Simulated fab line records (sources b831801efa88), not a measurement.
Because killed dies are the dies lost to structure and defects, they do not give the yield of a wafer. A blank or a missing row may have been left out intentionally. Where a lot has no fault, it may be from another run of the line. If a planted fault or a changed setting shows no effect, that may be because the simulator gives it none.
fab line records | flow gf180mcu
record lots=11 wafers=31 lastDay=34
route steps=602 shown NWELL@52 LVPWELL@64 M4@472 V5@562
lots that met no fault: from a run of the same line without faults
startH: start of the lot's first displayed wafer, in hours after the record's first day | waitH: hours elapsed since this lot's preceding step | " repeats the value in the row above | L1.1+2: several wafers, shown together as one row | - no value, or no start given | * or withheld: withheld | < > ~ a bound
route shown NAME@n: NAME is a module with steps in the file, n the number in the route of the first one | usual: mean/standard deviation taken from wafers without a fault | same: alike in all rows | chamber/n: place in a boat | sites: readings site by site | _std_site: standard deviation of those values | _edge_site: outer sites' mean less inner sites' | radiusMm: how far each site lies from the wafer's centre | mask NAME#n: copy n | behind: the last tool/chamber to shape the wafer | hold: the reason the lot was held/the length of the hold in hours/how it ended | device: names the non-switching transistor (n, p or np) | end of line: the same wafers' tests at the end of the route | step lacking rows: just its recipe | killed: count of dies lost to structure and defects at first sort (not the wafer's yield) | map: shows each die of a wafer: x if killed, . if not, _ if none is there
set.NAME: setting as actually run; set.NAME@STEP: the setting as run at that earlier step | model.NAME: the simulator's own value behind a step, which no gauge read
one table for each step of the route and one row for each wafer, over a sample of lots
services: a tool's chamber out of use, with start hour (startH, from the record's first day; less than 0 if before it), hours out, and reason
## steps
# step GF_NWELL_STRIP_10
# recipe chemistry=O2/N2 powerW=1400 pressureMtorr=1500 platenTempC=250 o2FlowSccm=3000 n2FlowSccm=300 overashFraction=0.5
# usual drypumpMotorCurrentA=5.8/0.37 heaterPowerW=315/24 oesProductAu=0.723/0.0044 stripTimeToEndpointS=37.00/0.096
# columns lot.wafer tool chamber startH waitH drypumpMotorCurrentA heaterPowerW oesProductAu rfHoursCounterH stripTimeToEndpointS
L150.1 plasmaAsher-01 1 62.08 0.1 5.8 330 0.719 41 37.00
L150.3 " 1 " " 5.8 335 0.725 - 37.05
L150.6 " 0 " " 6.0 279 0.726 - 36.98
L151.1 plasmaAsher-04 0 67.55 0.1 6.2 333 0.720 42 37.03
L151.2 " 1 " " 4.9 309 0.727 42 36.96
L151.5 " 0 " " 6.3 347 0.723 - 37.01
L154.1 plasmaAsher-01 1 84.44 0.1 5.9 339 0.725 44 36.94
L154.5 " 0 " " 5.9 280 0.716 - 36.96
L154.6 " 1 " " 5.9 346 0.727 - 36.89
L155.2 plasmaAsher-04 1 88.55 0.1 4.9 308 0.723 44 36.96
L155.4 " 0 " " 6.2 341 0.723 - 36.91
L155.6 " 0 " " 6.2 330 0.718 - 36.92
L158.2 plasmaAsher-01 1 104.54 0.1 5.9 338 0.725 46 37.13
L158.5 " 0 " " 6.0 278 0.726 - 37.07
L158.6 " 1 " " 5.9 340 0.723 - 37.06
L163.3 plasmaAsher-03 0 132.32 0.1 6.0 307 0.728 - 36.94
L163.6 " 0 " " 6.0 309 0.722 - 36.98
L167.2 plasmaAsher-01 0 153.83 0.1 6.0 280 0.725 52 36.98
L167.4 " 0 " " 6.0 275 0.726 - 37.03
L168.1 plasmaAsher-03 0 159.30 0.1 6.0 311 0.726 52 36.88
L168.2 " 1 " " 5.8 334 0.717 52 36.83
L168.5 " 0 " " 6.0 300 0.733 - 36.89
L169.1 plasmaAsher-01 1 165.24 0.1 5.8 345 0.723 53 37.10
L169.3 " 1 " " 5.8 343 0.720 - 37.13
L169.4 " 0 " " 5.9 278 0.717 - 37.08
L171.3 plasmaAsher-04 1 175.18 0.1 4.9 304 0.726 - 37.19
L171.5 " 0 " " 6.2 327 0.719 - 37.11
L171.6 " 1 " " 4.9 299 0.727 - 37.14
L172.2 plasmaAsher-03 1 180.39 0.1 5.8 331 0.723 54 37.08
L172.4 " 1 " " 5.8 332 0.720 - 37.15
L172.5 " 0 " " 6.0 304 0.720 - 37.08
# step GF_LVPWELL_STRIP_10
# recipe chemistry=O2/N2 powerW=1400 pressureMtorr=1500 platenTempC=250 o2FlowSccm=3000 n2FlowSccm=300 overashFraction=0.5
# usual drypumpMotorCurrentA=5.7/0.33 heaterPowerW=330/14 oesProductAu=0.723/0.0045 stripTimeToEndpointS=36.99/0.11
# columns lot.wafer tool chamber startH waitH drypumpMotorCurrentA heaterPowerW oesProductAu rfHoursCounterH stripTimeToEndpointS
L150.1 plasmaAsher-02 0 75.69 0.1 5.6 325 0.725 26 37.09
L150.3 " 1 " " 5.6 339 0.725 - 37.07
L150.6 " 0 " " 5.7 328 0.727 - 37.08
L151.1 plasmaAsher-02 0 81.10 0.1 5.7 334 0.723 26 37.08
L151.2 " 1 " " 5.6 337 0.721 26 36.99
L151.5 " 0 " " 5.7 339 0.715 - 37.00
L154.1 plasmaAsher-04 0 98.40 0.1 6.2 334 0.716 45 37.16
L154.5 " 1 " " 4.9 314 0.725 - 37.05
L154.6 " 0 " " 6.2 337 0.727 - 37.12
L155.2 plasmaAsher-02 1 102.00 0.1 5.6 338 0.723 28 37.01
L155.4 " 1 " " 5.6 336 0.726 - 36.86
L155.6 " 0 " " 5.6 346 0.724 - 37.02
L158.2 plasmaAsher-02 1 118.85 0.1 5.6 339 0.724 30 37.07
L158.5 " 1 " " 5.6 332 0.720 - 37.16
L158.6 " 0 " " 5.7 346 0.715 - 37.06
L163.3 plasmaAsher-03 0 147.97 0.1 6.0 316 0.726 - 36.74
L163.6 " 1 " " 5.8 323 0.715 - 36.89
L167.2 plasmaAsher-04 1 170.19 0.1 5.0 297 0.719 6 36.99
L167.4 " 1 " " 4.9 300 0.731 - 37.09
L168.1 plasmaAsher-02 0 175.64 0.1 5.6 341 0.719 36 36.91
L168.2 " 1 " " 5.6 342 0.729 36 36.89
L168.5 " 1 " " 5.6 335 0.730 - 36.83
L169.1 plasmaAsher-03 0 181.84 0.1 6.0 301 0.721 54 36.86
L169.3 " 1 " " 5.8 322 0.728 - 36.79
L169.4 " 0 " " 6.0 306 0.722 - 36.99
L171.3 plasmaAsher-04 0 192.68 0.1 6.2 330 0.726 - 36.82
L171.5 " 0 " " 6.3 330 0.722 - 36.94
L171.6 " 1 " " 4.9 296 0.716 - 36.82
L172.2 plasmaAsher-03 1 197.79 0.1 5.8 332 0.723 56 37.03
L172.4 " 1 " " 5.8 327 0.716 - 36.91
L172.5 " 0 " " 6.0 309 0.726 - 36.87
# step GF_M4_METAL_ETCH_16
# recipe chemistry=Cl2/BCl3 maskMaterial=KrF targetDepthNm=750.8 stopOn=SiO2 pressureMtorr=8 icpW=800 biasW=140 Cl2_flow_sccm=80 bcl3FlowSccm=40 timeS=125.1
# usual drypumpMotorCurrentA=5.68/0.17 oesProductAu=0.986/0.0072 throttleValvePct=28.234/0.011
# columns lot.wafer tool chamber startH waitH drypumpMotorCurrentA oesProductAu rfHoursCounterH throttleValvePct
L150.1 rieMetal-04 1 546.81 0.0 5.84 0.984 10 28.226
L150.3 " 0 " " 5.55 0.987 - 28.218
L150.6 " 1 " " 5.86 0.986 - 28.238
L151.1 rieMetal-03 1 557.76 0.0 5.58 0.988 7 28.237
L151.2 " 1 " " 5.62 0.997 - 28.214
L151.5 " 1 " " 5.59 1.008 - 28.231
L154.1 rieMetal-04 1 580.81 0.0 5.83 0.978 11 28.219
L154.5 " 0 " " 5.55 0.982 - 28.257
L154.6 " 1 " " 5.84 0.989 - 28.233
L155.2 rieMetal-03 0 587.74 0.0 5.99 0.996 0 28.231
L155.4 " 1 " " 5.59 0.997 - 28.229
L155.6 " 1 " " 5.55 0.991 - 28.206
L158.2 rieMetal-04 0 614.15 0.1 5.58 0.983 - 28.241
L158.5 " 0 " " 5.59 0.994 - 28.226
L158.6 " 0 " " 5.59 0.993 - 28.228
L163.3 rieMetal-04 0 648.72 0.1 5.54 0.996 - 28.222
L163.6 " 0 " " 5.57 0.994 - 28.235
L167.2 rieMetal-04 0 677.25 0.0 5.55 0.997 5 28.223
L167.4 " 1 " " 5.81 0.982 - 28.246
L168.1 rieMetal-04 0 683.56 0.0 5.57 0.988 6 28.238
L168.2 " 0 " " 5.58 1.000 - 28.219
L168.5 " 0 " " 5.58 0.985 - 28.250
L169.1 rieMetal-02 1 686.65 0.0 5.79 0.988 0 28.228
L169.3 " 0 " " 5.45 0.991 - 28.229
L169.4 " 1 " " 5.83 0.980 - 28.241
L171.3 rieMetal-02 0 701.50 0.1 5.45 0.985 - 28.239
L171.5 " 0 " " 5.46 0.978 - 28.251
L171.6 " 1 " " 5.81 0.971 - 28.236
L172.2 rieMetal-02 0 709.39 0.0 5.46 0.978 9 28.254
L172.4 " 1 " " 5.83 0.976 - 28.257
L172.5 " 0 " " 5.47 0.985 - 28.226
# step GF_M4_STRIP_17
# recipe chemistry=O2/N2 powerW=1400 pressureMtorr=1500 platenTempC=250 o2FlowSccm=3000 n2FlowSccm=300 overashFraction=0.5
# usual drypumpMotorCurrentA=5.78/0.16 heaterPowerW=324/21 oesProductAu=0.539/0.0049 stripTimeToEndpointS=7.43/0.056
# columns lot.wafer tool chamber startH waitH drypumpMotorCurrentA heaterPowerW oesProductAu rfHoursCounterH stripTimeToEndpointS
L150.1 plasmaAsher-03 0 546.94 0.1 6.03 316 0.540 11 7.47
L150.3 " 1 " " 5.81 313 0.538 - 7.41
L150.6 " 0 " " 6.01 311 0.533 - 7.41
L151.1 plasmaAsher-03 1 558.01 0.2 5.81 318 0.539 13 7.38
L151.2 " 0 " " 6.00 320 0.536 13 7.29
L151.5 " 1 " " 5.83 313 0.535 - 7.31
L154.1 plasmaAsher-02 0 580.94 0.1 5.62 336 0.537 77 7.45
L154.5 " 1 " " 5.55 338 0.547 - 7.45
L154.6 " 0 " " 5.64 345 0.545 - 7.45
L155.2 plasmaAsher-03 0 587.87 0.1 6.01 313 0.536 16 7.31
L155.4 " 0 " " 6.02 321 0.545 - 7.35
L155.6 " 0 " " 6.01 326 0.533 - 7.34
L158.2 plasmaAsher-02 1 614.37 0.2 5.60 339 0.534 81 7.40
L158.5 " 1 " " 5.59 329 0.537 - 7.42
L158.6 " 0 " " 5.61 340 0.543 - 7.39
L163.3 plasmaAsher-01 1 648.84 0.1 5.86 341 0.492 - 6.38
L163.6 " 1 " " 5.85 346 0.547 - 7.42
L167.2 plasmaAsher-02 0 677.38 0.1 5.59 342 0.493 87 6.39
L167.4 " 1 " " 5.62 341 0.538 - 7.45
L168.1 plasmaAsher-02 0 683.82 0.2 5.66 347 0.538 88 7.41
L168.2 " 1 " " 5.58 335 0.492 88 6.41
L168.5 " 1 " " 5.63 332 0.550 - 7.44
L169.1 plasmaAsher-02 1 686.78 0.1 5.57 341 0.541 89 7.46
L169.3 " 1 " " 5.60 341 0.535 - 7.49
L169.4 " 0 " " 5.65 333 0.535 - 7.46
L171.3 plasmaAsher-02 0 701.62 0.1 5.63 338 0.550 - 7.48
L171.5 " 1 " " 5.60 350 0.537 - 7.41
L171.6 " 0 " " 5.65 332 0.540 - 7.46
L172.2 plasmaAsher-01 1 709.52 0.1 5.84 342 0.538 110 7.50
L172.4 " 0 " " 5.93 267 0.542 - 7.47
L172.5 " 1 " " 5.86 341 0.539 - 7.48
# step GF_V5_SPUTTER_22
# recipe material=TiN targetThkNm=10 chamberPressurePa=5 powerW=4000 timeS=40
# usual throttleValvePct=30.4/0.87
# columns lot.wafer tool chamber startH waitH throttleValvePct
L150.1 pvdSputter-03 - 637.30 0.0 29.8
L150.3 " - " " 29.9
L150.6 " - " " 30.0
L151.1 pvdSputter-03 - 647.71 0.0 29.9
L151.2 " - " " 30.1
L151.5 " - " " 30.1
L154.1 pvdSputter-04 - 666.18 0.0 32.1
L154.5 " - " " 32.0
L154.6 " - " " 30.6
L155.2 pvdSputter-02 - 673.95 0.0 31.6
L155.4 " - " " 29.0
L155.6 " - " " 31.1
L158.2 pvdSputter-02 - 697.35 0.0 29.9
L158.5 " - " " 31.0
L158.6 " - " " 28.5
L163.3 pvdSputter-04 - 729.21 0.0 30.5
L163.6 " - " " 31.8
L167.2 pvdSputter-02 - 754.25 0.0 31.0
L167.4 " - " " 28.8
L168.1 pvdSputter-04 - 759.74 0.0 29.9
L168.2 " - " " 30.2
L168.5 " - " " 30.3
L169.1 pvdSputter-04 - 761.69 0.0 32.1
L169.3 " - " " 30.2
L169.4 " - " " 30.2
L171.3 pvdSputter-03 - 775.58 0.0 29.8
L171.5 " - " " 30.1
L171.6 " - " " 29.6
L172.2 pvdSputter-04 - 780.60 0.0 32.1
L172.4 " - " " 30.3
L172.5 " - " " 30.0
## services
# columns tool chamber startH hours kind
plasmaAsher-04 - 99.12 6.5 repair
plasmaAsher-01 - 102.50 1.2 repair
plasmaAsher-04 - 108.75 9.0 pm
plasmaAsher-02 - 162.41 2.8 pm
plasmaAsher-04 - 192.74 7.2 pm
plasmaAsher-01 - 207.17 0.4 repair
plasmaAsher-03 - 209.87 7.9 repair
plasmaAsher-01 - 235.80 19.2 repair
plasmaAsher-02 - 278.58 1.1 repair
plasmaAsher-01 - 319.44 1.3 repair
plasmaAsher-04 - 354.91 0.9 repair
plasmaAsher-01 - 399.38 0.5 repair
plasmaAsher-04 - 416.50 0.6 repair
plasmaAsher-03 - 421.25 9.0 pm
plasmaAsher-03 - 424.39 1.2 repair
plasmaAsher-03 - 452.15 2.8 repair
plasmaAsher-02 - 452.31 4.1 repair
plasmaAsher-02 - 503.95 2.0 repair
plasmaAsher-04 - 552.38 2.8 pm
plasmaAsher-03 - 642.83 2.8 pm
plasmaAsher-04 - 688.10 0.8 repair
plasmaAsher-01 - 733.75 9.0 pm
plasmaAsher-03 - 740.50 2.3 repair
plasmaAsher-03 - 768.73 1.2 repair
## key
firstSign step=GF_M4_STRIP_17 reading=stripTimeToEndpointS direction=down sigmas=18 usual=* struck=*
effect step=GF_M4_STRIP_17 reading=oesProductAu direction=down sigmas=9.6 usual=0.539 struck=0.492
metAt GF_M4_METAL_ETCH_16
struckLots L163,L167,L168
struckWafers L163.3,L167.2,L168.2
notActingAt GF_NWELL_STRIP_10,GF_LVPWELL_STRIP_10,GF_V5_SPUTTER_22
onsetBetween 614.15 648.72
fault kind=processParameterDrift tool=rieMetal-04 chamber=- onsetH=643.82 steps=GF_M4_METAL_ETCH_16 channel=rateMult offset=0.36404 shape=step endH=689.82 scope=struckWafersOnly
